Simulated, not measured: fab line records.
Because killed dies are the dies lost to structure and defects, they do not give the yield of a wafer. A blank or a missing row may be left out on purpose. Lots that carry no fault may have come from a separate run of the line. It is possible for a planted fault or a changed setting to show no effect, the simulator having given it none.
2 desks looking at one fault	flow sfqLine	only its own numbers are on each desk; what lay behind them is given at the end

## METROLOGY DESK
Means of the sampled wafers that have a number, per lot and without regard to the tool the lot ran on: this is what the gauges read. The brackets show how far a lot's mean lies from the usual mean; more than 4 standard deviations puts the lot out of limits, marked OUT.
Columns: A = I3_BOW at SFQ_I3_BOW_MEAS_922, usual 3 um; B = I3_OVL at SFQ_I3_OVL_MEAS_923, usual -2 nm
lot	first seen here	A	B
L236	day 35 02:59	14	-4
L238	day 40 21:43	9	2
L240	day 41 15:43	7	-1
L246	day 49 18:16	12	-6
L255	day 51 01:32	12	-9
L257	day 51 10:36	2	2
Finding of this desk: none of the 6 lots has anything out of limits.

## THE TOOL OWNER'S DESK: rieDiel-03
The tool's own readings at SFQ_TRILAYER_I3_VIA_BARC_OPEN_VIA_ETCH_121 (etches BARC in O2, target depth 125 nm, time 41.7 s): means of the sampled wafers that have a number, for each lot that ran on this tool. The brackets show how far a lot's mean lies from the usual mean; more than 4 standard deviations puts the lot out of limits, marked OUT.
Columns: A = biasW at SFQ_TRILAYER_I3_VIA_BARC_OPEN_VIA_ETCH_121, usual 80.00 W; B = drypumpMotorCurrentA at SFQ_TRILAYER_I3_VIA_BARC_OPEN_VIA_ETCH_121, usual 5.8 A; C = oesProductAu at SFQ_TRILAYER_I3_VIA_BARC_OPEN_VIA_ETCH_121, usual 0.685 a.u.
lot	first seen here	A	B	C
L236	day 35 07:48	80.05	5.6	0.687
L255	day 56 05:37	79.89	5.4	0.685
L257	day 56 09:13	79.83	5.6	0.686
Finding of this desk: none of the 3 lots has anything out of limits.

## TAKEN TOGETHER
Nothing out of limits was seen by the metrology desk.
Nothing out of limits was seen by the tool owner's desk.

## WHAT THE SIMULATOR HAD PUT IN
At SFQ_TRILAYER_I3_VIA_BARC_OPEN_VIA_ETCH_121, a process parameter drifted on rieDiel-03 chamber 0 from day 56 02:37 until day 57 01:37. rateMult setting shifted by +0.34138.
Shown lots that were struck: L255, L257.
